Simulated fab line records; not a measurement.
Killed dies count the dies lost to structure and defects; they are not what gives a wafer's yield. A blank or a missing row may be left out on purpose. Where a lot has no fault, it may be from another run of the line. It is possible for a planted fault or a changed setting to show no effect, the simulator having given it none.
fab line records	flow sky130
record: lots: 14	wafers: 42	last-day: 50
route steps=708 shown SONOS_ONO@169 GATE_OXIDE@198 POLY_GATE@205 PAD_OPEN@708
lots that met no fault: from a run of the same line without faults
start-h: hours from the record's opening day to when the first of the lot's shown wafers began	wait-h: hours from the lot's prior step to this one	" as in the row above	L1.1+2: one row covering several wafers at once	- no value, or no start was given	* or withheld: withheld	< > ~ a bound
route shown NAME@n: a module of which the file shows steps, and the number in the route of the first	usual: mean and standard deviation over wafers with no fault	same: alike in all rows	chamber/n: place in a boat	sites: the reading at each site	_std_site: standard deviation across them	_edge_site: inner sites' mean taken away from outer sites' mean	radius-mm: for every site, how far away it sits from the centre of the wafer	mask NAME#n: copy n	behind: the last tool/chamber to shape the wafer	hold: why the lot went on hold/how many hours it stayed there/how the hold came to an end	device: the n, p or np transistor that did not switch	end of line: tests run on the same wafers once the route is complete	a step with no rows: only its recipe	killed: at the first sort, the dies lost to defects and structure; wafer yield is something else	map: a wafer's dies, marking killed ones x, the rest . and places with no die _
set.NAME: the setting that was run; set.NAME@STEP: the one run at that earlier step	model.NAME: the simulator's own value behind a step, which no gauge read
steps of the route over a sample of lots; a table a step, a row a wafer
services: the hour from which a tool's chamber was out of use, counted from the record's first day as start-h (under 0 if before that day), plus the number of hours and why
== steps ==
step: SKY_SONOS_ONO_THK_MEAS_01
recipe: reads: SiO2_of_SONOS_ONO_OXIDATION_00
usual: SONOS_ONO_OXIDATION_THK: 2.59/0.056
lot.wafer	tool	chamber	start-h	wait-h	SONOS_ONO_OXIDATION_THK[nm]
L350.1	film-metro-01	-	262.94	0.0	2.55
L350.4	"	-	"	"	2.60
L350.5	"	-	"	"	2.64
L349.3	film-metro-01	-	264.30	0.0	2.74
L349.4	"	-	"	"	2.73
L349.6	"	-	"	"	2.72
L351.1	film-metro-04	-	269.90	0.0	2.59
L351.4	"	-	"	"	2.58
L351.6	"	-	"	"	2.66
L352.2	film-metro-03	-	269.91	0.0	2.61
L352.3	"	-	"	"	2.67
L352.6	"	-	"	"	2.70
L353.3	film-metro-04	-	276.68	0.0	2.68
L353.4	"	-	"	"	2.64
L353.5	"	-	"	"	2.64
L354.1	film-metro-04	-	286.21	0.0	2.60
L354.3	"	-	"	"	2.53
L354.5	"	-	"	"	2.53
L355.2	film-metro-04	-	300.59	0.0	2.51
L355.5	"	-	"	"	2.47
L355.6	"	-	"	"	2.47
L356.1	film-metro-01	-	311.14	0.0	2.48
L356.2	"	-	"	"	2.56
L356.5	"	-	"	"	2.58
L359.1	film-metro-04	-	335.04	0.0	2.60
L359.2	"	-	"	"	2.56
L359.6	"	-	"	"	2.66
L367.2	film-metro-04	-	395.31	0.0	2.59
L367.4	"	-	"	"	2.65
L367.6	"	-	"	"	2.56
L368.3	film-metro-04	-	404.16	0.0	2.55
L368.4	"	-	"	"	2.62
L368.6	"	-	"	"	2.55
L370.2	film-metro-04	-	412.08	0.0	2.63
L370.3	"	-	"	"	2.54
L370.5	"	-	"	"	2.66
L371.1	film-metro-03	-	420.19	0.0	2.58
L371.3	"	-	"	"	2.61
L371.4	"	-	"	"	2.58
L372.1	film-metro-01	-	431.50	0.0	2.48
L372.2	"	-	"	"	2.54
L372.4	"	-	"	"	2.60
step: SKY_SONOS_ONO_CD_MEAS_13
recipe: target-cd-nm: 410
usual: cd-nm: 410.3/1.9
lot.wafer	tool	chamber	start-h	wait-h	cd-nm
L350.1	cd-sem-02	-	291.40	0.1	413.3
L350.4	"	-	"	"	414.5
L350.5	"	-	"	"	411.2
L349.3	cd-sem-02	-	292.22	0.1	413.6
L349.4	"	-	"	"	410.9
L349.6	"	-	"	"	411.0
L351.1	cd-sem-02	-	297.35	0.1	411.2
L351.4	"	-	"	"	409.4
L351.6	"	-	"	"	410.7
L352.2	cd-sem-01	-	297.46	0.1	411.2
L352.3	"	-	"	"	409.9
L352.6	"	-	"	"	409.0
L353.3	cd-sem-02	-	305.03	0.1	410.0
L353.4	"	-	"	"	411.4
L353.5	"	-	"	"	407.9
L354.1	cd-sem-02	-	315.55	0.1	412.9
L354.3	"	-	"	"	413.4
L354.5	"	-	"	"	413.4
L355.2	cd-sem-01	-	329.26	0.1	408.9
L355.5	"	-	"	"	409.1
L355.6	"	-	"	"	409.5
L356.1	cd-sem-02	-	339.08	0.1	407.2
L356.2	"	-	"	"	408.7
L356.5	"	-	"	"	406.9
L359.1	cd-sem-02	-	364.85	0.1	411.2
L359.2	"	-	"	"	413.4
L359.6	"	-	"	"	410.0
L367.2	cd-sem-02	-	426.85	0.1	409.4
L367.4	"	-	"	"	409.1
L367.6	"	-	"	"	412.3
L368.3	cd-sem-01	-	437.48	0.1	412.4
L368.4	"	-	"	"	412.6
L368.6	"	-	"	"	412.1
L370.2	cd-sem-02	-	444.86	0.1	410.1
L370.3	"	-	"	"	409.7
L370.5	"	-	"	"	407.8
L371.1	cd-sem-01	-	463.18	0.1	408.9
L371.3	"	-	"	"	410.6
L371.4	"	-	"	"	409.5
L372.1	cd-sem-02	-	467.54	0.1	411.6
L372.2	"	-	"	"	411.0
L372.4	"	-	"	"	410.2
step: SKY_GATE_OXIDE_IMPLANT_11
recipe: species: B	energy-kev: 10	dose-cm2: 2.6e+12	tilt-deg: withheld
usual: dose-ions-cm2: 2.6e+12/3e+09	faraday-current-uA: 14.6/0.31
same: implant-ion-amu: 11
lot.wafer	tool	chamber	start-h	wait-h	dose-ions-cm2	faraday-current-uA
L350.1	implanter-04	0	319.79	0.0	2.599e+12	14.1
L350.4	"	0	"	"	2.601e+12	15.0
L350.5	"	0	"	"	2.596e+12	14.5
L349.3	implanter-03	0	320.40	0.1	2.606e+12	14.3
L349.4	"	0	"	"	2.598e+12	14.8
L349.6	"	0	"	"	2.603e+12	14.7
L351.1	implanter-03	0	324.69	0.0	2.602e+12	14.6
L351.4	"	0	"	"	2.601e+12	14.4
L351.6	"	0	"	"	2.6e+12	14.3
L352.2	implanter-04	0	326.11	0.0	2.6e+12	14.4
L352.3	"	0	"	"	2.605e+12	14.6
L352.6	"	0	"	"	2.597e+12	14.8
L353.3	implanter-03	0	332.05	0.1	2.59e+12	14.5
L353.4	"	0	"	"	2.602e+12	14.9
L353.5	"	0	"	"	2.596e+12	14.7
L354.1	implanter-03	0	344.44	0.0	2.606e+12	14.8
L354.3	"	0	"	"	2.598e+12	14.4
L354.5	"	0	"	"	2.598e+12	14.6
L355.2	implanter-03	0	358.24	0.0	2.599e+12	15.3
L355.5	"	0	"	"	2.599e+12	14.7
L355.6	"	0	"	"	2.6e+12	15.0
L356.1	implanter-04	0	369.97	0.0	2.6e+12	14.8
L356.2	"	0	"	"	2.597e+12	14.5
L356.5	"	0	"	"	2.596e+12	14.3
L359.1	implanter-03	0	396.22	0.0	2.597e+12	14.9
L359.2	"	0	"	"	2.599e+12	14.8
L359.6	"	0	"	"	2.597e+12	14.1
L367.2	implanter-04	0	459.86	0.0	2.658e+12	14.6
L367.4	"	0	"	"	2.657e+12	14.9
L367.6	"	0	"	"	2.659e+12	14.5
L368.3	implanter-04	0	471.10	0.1	2.658e+12	15.3
L368.4	"	0	"	"	2.659e+12	15.5
L368.6	"	0	"	"	2.656e+12	15.0
L370.2	implanter-03	0	479.23	0.0	2.602e+12	14.2
L370.3	"	0	"	"	2.603e+12	15.1
L370.5	"	0	"	"	2.597e+12	14.8
L371.1	implanter-03	0	496.99	0.0	2.598e+12	14.5
L371.3	"	0	"	"	2.603e+12	14.9
L371.4	"	0	"	"	2.602e+12	14.9
L372.1	implanter-02	0	500.85	0.0	2.604e+12	14.9
L372.2	"	0	"	"	2.601e+12	14.7
L372.4	"	0	"	"	2.601e+12	15.0
step: SKY_POLY_GATE_THK_MEAS_01
recipe: reads: poly-Si_of_POLY_GATE_CVD_00
usual: POLY_GATE_CVD_00_THK: 180.5/1.7
lot.wafer	tool	chamber	start-h	wait-h	POLY_GATE_CVD_00_THK[nm]
L350.1	film-metro-01	-	323.21	0.0	179.0
L350.4	"	-	"	"	179.5
L350.5	"	-	"	"	179.5
L349.3	film-metro-01	-	324.76	0.0	180.9
L349.4	"	-	"	"	181.0
L349.6	"	-	"	"	181.4
L351.1	film-metro-03	-	329.27	0.0	181.5
L351.4	"	-	"	"	178.7
L351.6	"	-	"	"	180.9
L352.2	film-metro-01	-	332.21	0.0	178.9
L352.3	"	-	"	"	178.1
L352.6	"	-	"	"	178.3
L353.3	film-metro-01	-	336.67	0.0	178.8
L353.4	"	-	"	"	180.1
L353.5	"	-	"	"	180.3
L354.1	film-metro-02	-	348.78	0.0	179.9
L354.3	"	-	"	"	181.5
L354.5	"	-	"	"	180.0
L355.2	film-metro-01	-	361.43	0.0	182.2
L355.5	"	-	"	"	182.2
L355.6	"	-	"	"	183.0
L356.1	film-metro-02	-	374.76	0.0	180.2
L356.2	"	-	"	"	180.6
L356.5	"	-	"	"	179.7
L359.1	film-metro-01	-	400.91	0.2	180.5
L359.2	"	-	"	"	179.1
L359.6	"	-	"	"	180.1
L367.2	film-metro-02	-	463.04	0.0	177.1
L367.4	"	-	"	"	178.8
L367.6	"	-	"	"	177.0
L368.3	film-metro-01	-	475.15	0.0	181.1
L368.4	"	-	"	"	181.5
L368.6	"	-	"	"	179.5
L370.2	film-metro-02	-	482.45	0.0	178.8
L370.3	"	-	"	"	180.2
L370.5	"	-	"	"	181.2
L371.1	film-metro-01	-	500.78	0.0	180.0
L371.3	"	-	"	"	178.4
L371.4	"	-	"	"	179.1
L372.1	film-metro-01	-	504.99	0.0	179.8
L372.2	"	-	"	"	179.6
L372.4	"	-	"	"	180.0
step: SKY_PAD_OPEN_PROBE_99
usual: killed_at_M0_to_M3: 43/7.2	killed_at_M4_up: 3.1/1.8	killed-at-contacts: 24/5.4	killed-at-front-end: 15/4.4	killed-at-other: 0.4/0.56	killed-dies: 86/9.3	killed-open: 47/6.9	killed-short: 39/6.6
same: gross-dies: 492	killed-at-back-side: 0
lot.wafer	tool	chamber	start-h	wait-h	killed_at_M0_to_M3	killed_at_M4_up	killed-at-contacts	killed-at-front-end	killed-at-other	killed-dies	killed-open	killed-short
L349.3	prober-02	-	1088.77	0.2	31	4	19	23	0	77	55	22
L349.4	prober-02	-	1088.82	0.2	37	7	23	24	0	91	45	46
L349.6	prober-02	-	1088.92	0.2	44	3	23	24	0	94	54	40
L356.1	prober-02	-	1121.07	0.1	39	5	25	21	0	90	51	39
L356.2	prober-02	-	1121.12	0.1	48	6	26	25	0	105	57	48
L356.5	prober-02	-	1121.27	0.2	46	1	24	20	0	91	52	39
L359.1	prober-02	-	1138.69	0.1	46	2	23	17	0	88	45	43
L359.2	prober-02	-	1138.74	0.1	43	2	30	13	0	88	52	36
L359.6	prober-02	-	1138.94	0.2	44	4	25	13	0	86	54	32
L371.1	prober-01	-	1196.70	0.1	39	10	22	11	1	83	42	41
L371.3	prober-01	-	1196.80	0.2	43	0	31	12	0	86	50	36
L371.4	prober-01	-	1196.85	0.2	34	6	30	11	1	82	37	43
killed by level:class
L349.3 VIA2:geometric-particle:open=9 LI_CONTACT:geometric-particle:open=8 VIA1:geometric-particle:open=8 POLY_GATE:geometric-particle:open=7 CONTACT:geometric-particle:open=7 FIELD_ISO:geometric-particle:open=6 VIA3:geometric-particle:open=5 FIELD_ISO:geometric-particle:short=4
L349.4 FIELD_ISO:geometric-particle:open=11 VIA1:geometric-particle:short=8 FIELD_ISO:geometric-particle:short=7 CONTACT:geometric-particle:short=7 CONTACT:geometric-particle:open=7 VIA1:geometric-particle:open=7 METAL1:geometric-particle:short=6 METAL2:geometric-particle:short=4
L349.6 VIA1:geometric-particle:open=15 FIELD_ISO:geometric-particle:short=7 CONTACT:geometric-particle:open=7 POLY_GATE:geometric-particle:short=6 LI_CONTACT:geometric-particle:open=5 CONTACT:geometric-particle:short=5 METAL1:geometric-particle:short=5 VIA3:geometric-particle:open=5
L356.1 VIA1:geometric-particle:open=11 LI_CONTACT:geometric-particle:open=10 POLY_GATE:geometric-particle:short=7 CONTACT:geometric-particle:open=7 VIA3:geometric-particle:open=5 METAL2:geometric-particle:short=4 POLY_GATE:geometric-particle:open=4 METAL3:geometric-particle:short=4
L356.2 VIA1:geometric-particle:open=18 VIA1:geometric-particle:short=12 LI_CONTACT:geometric-particle:open=9 POLY_GATE:geometric-particle:open=8 CONTACT:geometric-particle:open=7 METAL4:geometric-particle:short=6 FIELD_ISO:geometric-particle:open=5 POLY_GATE:geometric-particle:short=5
L356.5 VIA1:geometric-particle:open=12 CONTACT:geometric-particle:open=9 VIA1:geometric-particle:short=8 VIA2:geometric-particle:open=6 CONTACT:geometric-particle:short=6 VIA3:geometric-particle:open=6 POLY_GATE:geometric-particle:open=5 FIELD_ISO:geometric-particle:short=4
L359.1 VIA1:geometric-particle:open=11 METAL1:geometric-particle:short=9 CONTACT:geometric-particle:open=7 FIELD_ISO:geometric-particle:short=6 LI_CONTACT:geometric-particle:open=6 CONTACT:geometric-particle:short=6 METAL2:geometric-particle:short=5 FIELD_ISO:geometric-particle:open=4
L359.2 VIA1:geometric-particle:open=14 LI_CONTACT:geometric-particle:open=13 CONTACT:geometric-particle:open=6 VIA1:geometric-particle:short=6 LOCAL_INTERCONNECT:geometric-particle:short=5 CONTACT:geometric-particle:short=5 METAL1:geometric-particle:short=4 METAL1:geometric-particle:open=4
L359.6 VIA1:geometric-particle:open=10 LI_CONTACT:geometric-particle:open=9 CONTACT:geometric-particle:open=9 VIA2:geometric-particle:open=8 METAL1:geometric-particle:short=6 METAL2:geometric-particle:short=5 VIA1:geometric-particle:short=5 FIELD_ISO:geometric-particle:short=4
L371.1 VIA1:geometric-particle:open=11 CONTACT:geometric-particle:open=10 METAL4:geometric-particle:short=6 FIELD_ISO:geometric-particle:short=5 METAL1:geometric-particle:short=5 VIA2:geometric-particle:open=5 CONTACT:geometric-particle:short=4 VIA3:geometric-particle:short=3
L371.3 CONTACT:geometric-particle:open=12 VIA1:geometric-particle:open=11 LI_CONTACT:geometric-particle:open=11 METAL3:geometric-particle:short=6 VIA3:geometric-particle:open=6 METAL1:geometric-particle:short=5 CONTACT:geometric-particle:short=4 VIA1:geometric-particle:short=4
L371.4 LOCAL_INTERCONNECT:geometric-particle:short=8 VIA1:geometric-particle:short=7 VIA1:geometric-particle:open=7 CONTACT:geometric-particle:open=6 LI_CONTACT:geometric-particle:open=5 CONTACT:geometric-particle:short=5 FIELD_ISO:geometric-particle:short=4 LI_CONTACT:geometric-particle:short=4
== services ==
tool	chamber	start-h	hours	kind
implanter-02	-	302.51	3.7	repair
implanter-04	-	307.04	3.7	pm
implanter-02	-	405.07	4.2	pm
implanter-03	-	413.75	2.7	repair
implanter-04	-	438.13	1.0	repair
implanter-02	-	484.72	1.4	repair
implanter-03	-	484.74	2.4	repair
implanter-04	-	492.88	9.3	repair
== key ==
first-sign: step: SKY_GATE_OXIDE_IMPLANT_11	reading: dose-ions-cm2	direction: up	sigmas: 19	usual: *	struck: *
effect none on later readings
met-at SKY_GATE_OXIDE_IMPLANT_11
struck-lots L367,L368
tester-left-out L367,L368
not-acting-at SKY_SONOS_ONO_THK_MEAS_01,SKY_SONOS_ONO_CD_MEAS_13,SKY_POLY_GATE_THK_MEAS_01
onset-between 369.97 459.86
fault: kind: process-parameter-drift	tool: implanter-04	chamber: -	onset-h: 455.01	steps: SKY_GATE_OXIDE_IMPLANT_11	channel: dose-cm2	offset: *	shape: step	end-h: 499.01	acts-in: *	stated: *
tester-left-out: of these lots the tester's yield and bins aren't shown, on N5 and GAA mostly nor the transistor test; their killed dies are dies lost to structure and defects alone, not to doping, threshold or leakage, so they don't give the yield
